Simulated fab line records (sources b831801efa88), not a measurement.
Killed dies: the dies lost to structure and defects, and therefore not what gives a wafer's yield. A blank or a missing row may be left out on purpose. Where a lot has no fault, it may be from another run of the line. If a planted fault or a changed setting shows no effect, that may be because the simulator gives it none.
8D (eight disciplines) problem report, filled in by code || flow sky130 || the parts of the form that need people (team, actions taken, sign-off) are left out

== 1. PROBLEM STATEMENT ==
Wafers without a fault read 57.36 W, standard deviation 0.11; heater_power_total_W at SKY_FIELD_ISO_SOFTBAKE_09 reads a mean of 57.96 W on 9 wafers belonging to 3 lots. That is +5.4 standard deviations from the usual mean.
The step: time 90 s.
Seen first at day 4 20:00 on litho_track-03, wafer L446.4. The record holds 45 wafers of 15 lots with a number at this step. Rule for "out", or "out of limits": more than 4 standard deviations from the usual mean. All remaining wafers that have a number are taken as sound.

== 2. WHAT IT IS; WHAT IT IS NOT ==
{"question": "which readings at this step", "is": "heater_power_total_W, plate_temp_C", "is not": "-"}
{"question": "which lots", "is": "L446, L451, L452", "is not": "L433, L434, L435, L436, L437, L438, L439, L440, L441, L442, L443, L444"}
{"question": "which wafers of those lots", "is": "all that have a number", "is not": "-"}
{"question": "read on which tools", "is": "litho_track-03", "is not": "litho_track-01, litho_track-02"}
{"question": "when", "is": "from day 4 20:00", "is not": "up to then (36 sound wafers)"}

== 3. THE SUSPECTS, EACH WITH WHAT RULES IT OUT ==
Counting: a tool at a process step up to the reading stays a suspect if it ran every lot that is out and no sound lot after the first of them.
- litho_track-03 at SKY_FIELD_ISO_SOFTBAKE_09 (time 90 s): kept. All lots that are out passed through it, beginning with L446 at day 4 20:00, and no sound lot followed; its final sound lot before that point was L443 at day 4 13:00. Its own readings are out on those wafers: heater_power_total_W, plate_temp_C.
After counting, what remains is litho_track-03 at SKY_FIELD_ISO_SOFTBAKE_09.

== 4. THE CAUSE (what the simulator had put in) ==
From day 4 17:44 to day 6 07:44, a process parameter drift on litho_track-03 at SKY_FIELD_ISO_SOFTBAKE_09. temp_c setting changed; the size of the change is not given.
The count eliminated every tool but this one.

== 5. SEQUENCE OF EFFECTS, ordered by route ==
Each row: a reading where the mean over the struck wafers with a number is more than 3 standard deviations away from the usual. Only readings whose record carries a usual standard deviation are examined. hours: median over the lots of the time between each lot's start at the first step of this table that gives one and its start at this step. sigmas: the change, counted in usual standard deviations.
{"hours": 0, "step": "SKY_FIELD_ISO_SOFTBAKE_09", "reading": "heater_power_total_W", "usual": "57.36 W", "on struck wafers": 57.96, "change": "+0.60", "sigmas": "+5.4"}
{"hours": 0, "step": "SKY_FIELD_ISO_SOFTBAKE_09", "reading": "plate_temp_C", "usual": "100.00 C", "on struck wafers": 100.69, "change": "+0.69", "sigmas": "+4.9"}
Its process steps:
- SKY_FIELD_ISO_SOFTBAKE_09: time 90 s.

== 6. WHAT WOULD HAVE CAUGHT IT SOONER ==
First out-of-limits reading in this record: day 4 20:00, which is 2 hours after fault onset at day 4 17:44.
